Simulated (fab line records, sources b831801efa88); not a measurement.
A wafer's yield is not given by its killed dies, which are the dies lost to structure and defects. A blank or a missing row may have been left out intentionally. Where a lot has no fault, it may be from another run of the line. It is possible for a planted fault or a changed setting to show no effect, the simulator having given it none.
Which tool did it? + flow sky130 + 13 lots with 39 wafers sampled at 2 steps, on a route of 708 steps

WHAT THE GAUGES SHOWED, per wafer
SKY_VT_ADJUST_NCORE_OVL_MEAS_08. Usual: for VT_ADJUST_NCORE_OVL the level is 0.4 nm and the standard deviation is 1.4.
| lot  | measured     | on         | VT_ADJUST_NCORE_OVL (nm)                  | flag |
|------|--------------|------------|-------------------------------------------|------|
| L488 | day 8 20:21  | overlay-02 | 0.3 0.0 2.0                               |      |
| L489 | day 8 22:28  | overlay-02 | 1.9 0.4 3.2                               |      |
| L491 | day 9 10:48  | overlay-02 | -0.6 -1.2 0.2                             |      |
| L493 | day 9 23:43  | overlay-02 | 1.7 -0.1 2.1                              |      |
| L494 | day 10 07:36 | overlay-02 | 0.2 -0.1 1.6                              |      |
| L495 | day 10 15:00 | overlay-02 | -2.6 -1.3 -2.6                            |      |
| L497 | day 11 06:31 | overlay-02 | -0.3 -0.7 0.8                             |      |
| L498 | day 11 14:22 | overlay-01 | 0.2 0.6 2.0                               |      |
| L501 | day 12 10:46 | overlay-01 | 2.0 -0.5 0.7                              |      |
| L502 | day 12 16:28 | overlay-02 | -118.3 -118.6 -119.3 -116.8 -117.5 -117.7 | OFF  |
| L506 | day 14 01:00 | overlay-01 | -119.9 -119.9 -120.3 -118.0 -118.4 -118.6 | OFF  |
| L507 | day 14 09:55 | overlay-02 | -0.7 0.1 1.6                              |      |
| L510 | day 15 01:22 | overlay-01 | 0.3 0.1 -0.2                              |      |

WHAT TOOL EACH LOT RAN ON (gives the tool, then ch and the chambers of the sampled wafers, and finally the start)
| lot  | SKY_VT_ADJUST_NCORE_EXPOSE_04      |
|------|------------------------------------|
| L488 | ilineStepper-01 ch 0, day 8 09:46  |
| L489 | ilineStepper-01 ch 0, day 8 12:24  |
| L491 | ilineStepper-02 ch 0, day 8 23:25  |
| L493 | ilineStepper-02 ch 0, day 9 12:56  |
| L494 | ilineStepper-02 ch 0, day 9 20:26  |
| L495 | ilineStepper-02 ch 0, day 10 03:26 |
| L497 | ilineStepper-01 ch 0, day 10 18:41 |
| L498 | ilineStepper-01 ch 0, day 11 02:43 |
| L501 | ilineStepper-02 ch 0, day 11 22:53 |
| L502 | ilineStepper-02 ch 0, day 12 03:46 |
| L506 | ilineStepper-02 ch 0, day 13 12:22 |
| L507 | ilineStepper-01 ch 0, day 13 21:56 |
| L510 | ilineStepper-01 ch 0, day 14 11:30 |
- SKY_VT_ADJUST_NCORE_EXPOSE_04: exposes mask LVTN COMPLEMENT THIN, target cd 380 nm.

AS READ BY THE TOOLS THEMSELVES (means over the sampled wafers that have a number; for cases with no such wafer, the mark the record gives instead)
The record holds no such reading with a usual standard deviation.

THE ANSWER, worked out from the rows above alone
Rule: take the mean of a lot's wafers that have a number; if it is more than 3 standard deviations from the usual mean, the lot is off. A lot without any number at a reading at which 4 lots or more have one is off too. Where the step has rows for the other lots, those lots are counted as sound. Order of review: gauges by route order, followed by the tools' own readings, for which a lot's mean as printed above is used. At the first step where some lot is off, the reading lying furthest off is the one used; lots without a number count as furthest.
Off: at SKY_VT_ADJUST_NCORE_OVL_MEAS_08 (VT_ADJUST_NCORE_OVL), L502, L506.
A tool fits if, at a process step before that reading, it ran every lot that is off, and no sound lot after the first of them. Gauges at SKY_VT_ADJUST_NCORE_OVL_MEAS_08: tried the same way as those tools. One candidate fits, namely ilineStepper-02 at SKY_VT_ADJUST_NCORE_EXPOSE_04. Its last sound lot is L501 (day 11 22:53), its first lot that is off L502 (day 12 03:46): a fault that began between those two fits.

WHAT HAD BEEN PUT IN BY THE SIMULATOR
Scanner matching overlay: ilineStepper-02, from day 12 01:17 on, at SKY_VT_ADJUST_NCORE_EXPOSE_04. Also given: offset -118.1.
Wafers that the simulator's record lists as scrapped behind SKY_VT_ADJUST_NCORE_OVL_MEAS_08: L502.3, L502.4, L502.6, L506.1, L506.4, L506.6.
Shown lots that were struck: L502, L506. This agrees with what the rule above found.
